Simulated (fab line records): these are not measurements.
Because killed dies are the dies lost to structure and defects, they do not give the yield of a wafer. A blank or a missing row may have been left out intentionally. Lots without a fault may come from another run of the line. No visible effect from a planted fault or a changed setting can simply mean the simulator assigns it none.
Struck lot and sound lot, side by side    flow gf180mcu    21 steps out of a route of 602
Sound: these wafers, L311.1, L311.5, L311.6. Wafers struck: L314.1, L314.2, L314.4. At the end, the cause is stated.
Per side, at each step with rows, come the tool, then ch with its chambers, and then its first start. Under that, the readings that differ: sound wafers    struck wafers    difference of the means    sigmas: that difference in standard deviations of wafers without a fault.
alike: readings whose means differ by less than 2 such deviations, and words and numbers that are the same on both sides. not compared: withheld readings, readings that some wafer has no value for, bounds like >300 that may hide the same value, and numbers for which the record gives no deviation and whose values overlap.
A row with sigmas, a row that says differs or no value, or rows on one side alone: a step with any of these is where the two part. Numbers that have no deviation but don't overlap get no sigmas and don't part them. A reading missing from all wafers of one side parts the sides only when that side holds two or more wafers.

first, 3 steps without rows for these wafers: GF_NWELL_EXPOSE_04 (exposes mask Nwell, target cd 860 nm); GF_NWELL_PEB_05; GF_NWELL_DEVELOP_06 (develop time 62.75 s).
GF_NWELL_OVL_MEAS_07:
  struck on overlay-01, day 5 08:12; sound on overlay-02, day 4 11:47
  alike: NWELL_OVL
then, 2 steps without rows for these wafers: GF_NWELL_IMPLANT_08; GF_NWELL_IMPLANT_09.
GF_NWELL_STRIP_10: strips in O2/N2.
  sound on plasmaAsher-02 ch 0,1, day 4 12:07; struck on plasmaAsher-02 ch 0,1, day 5 08:32
  alike: drypumpMotorCurrentA, heaterPowerW, oesProductAu, stripTimeToEndpointS
  not compared: rfHoursCounterH
GF_NWELL_TW_MEAS_11:
  struck on filmMetro-01, day 5 08:38; sound on filmMetro-02, day 4 12:13
  alike: NWELL_TW
then, 4 steps without rows for these wafers: GF_LVPWELL_DEHYDRATE_00 (time 60 s); GF_LVPWELL_HMDS_01 (prime time 60 s); GF_LVPWELL_COAT_02 (resist thk 3000 nm); GF_LVPWELL_SOFTBAKE_03.
GF_LVPWELL_EXPOSE_04: exposes mask LVPWELL, target cd 600 nm.
  sound on ilineStepper-02 ch 0, day 4 18:39; struck on ilineStepper-01 ch 0, day 5 15:51
reading  sound                          struck                      difference  sigmas
mask     LVPWELL#0 LVPWELL#0 LVPWELL#0  DNWELL#0 DNWELL#0 DNWELL#0  differs     
then, 2 steps without rows for these wafers: GF_LVPWELL_PEB_05; GF_LVPWELL_DEVELOP_06 (develop time 60 s).
GF_LVPWELL_OVL_MEAS_07:
  struck on overlay-01, day 5 22:53; sound on overlay-01, day 5 00:50
reading           sound        struck  difference                     sigmas
LVPWELL_OVL (nm)  2.6 1.0 0.9  - - -   no value on the struck wafers  
then, 2 steps without rows for these wafers: GF_LVPWELL_IMPLANT_08; GF_LVPWELL_IMPLANT_09.
GF_LVPWELL_STRIP_10: strips in O2/N2.
  sound on plasmaAsher-01 ch 0,1, day 5 01:10; struck on plasmaAsher-04 ch 0,1, day 5 23:13
reading                   sound              struck             difference  sigmas
heaterPowerW (W)          363 374 384        284 316 294        -76         -2
stripTimeToEndpointS (s)  37.05 37.07 37.16  36.82 36.86 36.91  -0.23       -2
  alike: drypumpMotorCurrentA, oesProductAu
  not compared: rfHoursCounterH
GF_LVPWELL_TW_MEAS_11:
  struck on filmMetro-02, day 5 23:19; sound on filmMetro-01, day 5 01:16
reading     sound        struck    difference  sigmas
LVPWELL_TW  556 551 557  30 30 30  -525        -99 or more
then, 1 step without rows for these wafers: GF_MVSD_DEHYDRATE_00 (time 60 s).

## WHERE THEY PART
First at GF_LVPWELL_EXPOSE_04; last, within this record, at GF_LVPWELL_TW_MEAS_11.

WHY: what the simulator had put in
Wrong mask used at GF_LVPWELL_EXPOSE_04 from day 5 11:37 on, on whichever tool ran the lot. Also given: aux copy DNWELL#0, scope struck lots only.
